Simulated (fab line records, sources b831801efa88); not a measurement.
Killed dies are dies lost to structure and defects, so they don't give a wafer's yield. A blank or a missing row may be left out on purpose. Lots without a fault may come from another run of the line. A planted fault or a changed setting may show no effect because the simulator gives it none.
A struck lot beside a sound one | flow gf180mcu | 16 steps out of a route of 602
Sound: wafers L292.1, L292.2, L292.3. Struck: wafers L282.2, L282.6. (L282.1 of the same lot was not struck and is left out.) The cause comes at the end.
At each step with rows: each side's tool, then ch and its chambers, then its first start. Under that, the readings that differ: sound wafers | struck wafers | difference of the means | sigmas: that difference in standard deviations of wafers without a fault.
alike: readings whose means differ by less than 2 such deviations, and words and numbers that are the same on both sides. not compared: withheld readings, readings that some wafer has no value for, bounds like >300 that may hide the same value, and numbers for which the record gives no deviation and whose values overlap.
The two part at a step that has a row with sigmas, a row that says differs or no value, or rows on one side only. Numbers that don't overlap but have no deviation are shown without sigmas and don't part them. A reading that every wafer of one side lacks parts them only if that side has two wafers or more.

GF_M2_SPUTTER_04: material TiN, target thk 50 nm, time 41.7 s.
  sound on pvd_sputter-04, day 25 02:31; struck on pvd_sputter-03, day 22 09:54
  alike: throttle_valve_pct
GF_M2_RS_MEAS_05: measures by four-point-probe.
  sound on film_metro-03, day 25 02:34; struck on film_metro-02, day 22 09:56
  alike: M2_ALCU_RS
GF_M2_THK_MEAS_06: measures by xrf.
  sound on film_metro-03, day 25 02:41; struck on film_metro-02, day 22 10:04
  alike: M2_ALCU_THK
then, 7 steps without rows for these wafers: GF_M2_DEHYDRATE_07 (time 60 s); GF_M2_HMDS_08 (prime time 60 s); GF_M2_COAT_09 (resist thk 1000 nm); GF_M2_SOFTBAKE_10 (time 60 s); GF_M2_EXPOSE_11 (exposes mask Metal2, target cd 280 nm); GF_M2_PEB_12 (peb time 90 s); GF_M2_DEVELOP_13 (develop time 60 s).
GF_M2_CD_MEAS_14: target cd 280 nm.
  sound on cd_sem-01, day 25 22:52; struck on cd_sem-01, day 23 09:07
  reading    | sound             | struck      | difference | sigmas
  cd_nm (nm) | 277.7 277.2 277.6 | 280.4 279.7 | +2.5       | +2
GF_M2_OVL_MEAS_15:
  sound on overlay-02, day 25 22:59; struck on overlay-02, day 23 09:14
  alike: M2_OVL
GF_M2_METAL_ETCH_16: etches the open film in Cl2/BCl3, stops on SiO2, target depth 627.5 nm, time 104.6 s.
  sound on rie_metal-01 ch 0,1, day 25 23:01; struck on rie_metal-01 ch 1, day 23 09:16
  reading                             | sound                | struck        | difference | sigmas
  oes_product_au (a.u.)               | 0.968 0.973 0.975    | 0.817 0.813   | -0.157     | -27
  throttle_valve_pct (%)              | 28.257 28.244 28.258 | 28.430 28.423 | +0.173     | +18
  model.M2.feature_depth_nm (nm)      | 604.2 604 603.9      | 443.4 443.6   | -160.5     |
  model.etch.depth_nm (nm)            | 604.2 604 603.9      | 443.4 443.6   | -160.5     |
  model.KrF_of_M2_COAT_09.thk_nm (nm) | 724.5 733 737.8      | 810.9 808.8   | +78.1      |
  alike: bias_w, drypump_motor_current_A
  not compared: rf_hours_counter_h
GF_M2_STRIP_17: strips in O2/N2.
  sound on plasma_asher-02 ch 0,1, day 25 23:08; struck on plasma_asher-03 ch 0,1, day 23 09:22
  reading                      | sound             | struck      | difference | sigmas
  oes_product_au (a.u.)        | 0.552 0.550 0.558 | 0.583 0.581 | +0.029     | +6
  strip_time_to_endpoint_s (s) | 7.77 7.85 7.91    | 8.60 8.59   | +0.75      | +20
  alike: drypump_motor_current_A, heater_power_w
  not compared: rf_hours_counter_h
then, 1 step without rows for these wafers: GF_M2_STRIP_18 (strips in post etch residue remover, time 1200 s).
-- the record jumps here: 9 days lie between the struck wafers' starts before and after (it left off in module M2 and takes up again in module PASSIVATION, whose first step shown is number 602 of the route) --
GF_PASSIVATION_PROBE_99:
  sound on prober-02, day 34 04:10; struck on prober-02, day 32 05:25
  reading                         | sound | struck | difference | sigmas
  model.etest.field_n.short       | 0 0 0 | 1 1    | +1         |
  model.etest.met5.short          | 0 0 0 | 1 1    | +1         |
  model.etest.ldnmos_10p0.short   | 0 0 0 | 1 1    | +1         |
  model.etest.dnwell.short        | 0 0 0 | 1 1    | +1         |
  model.etest.nldd_3p3.short      | 0 0 0 | 1 1    | +1         |
  model.etest.pmos_3p3.over_limit | 0 0 0 | 1 1    | +1         |
  model.etest.ring_3p3.no_ring    | 0 0 0 | 1 1    | +1         |
  model.etest.via2_chain.short    | 0 0 0 | 1 1    | +1         |

WHERE THEY PART
First at GF_M2_CD_MEAS_14; last, within this record, at GF_M2_STRIP_17.

WHY: what the simulator had put in
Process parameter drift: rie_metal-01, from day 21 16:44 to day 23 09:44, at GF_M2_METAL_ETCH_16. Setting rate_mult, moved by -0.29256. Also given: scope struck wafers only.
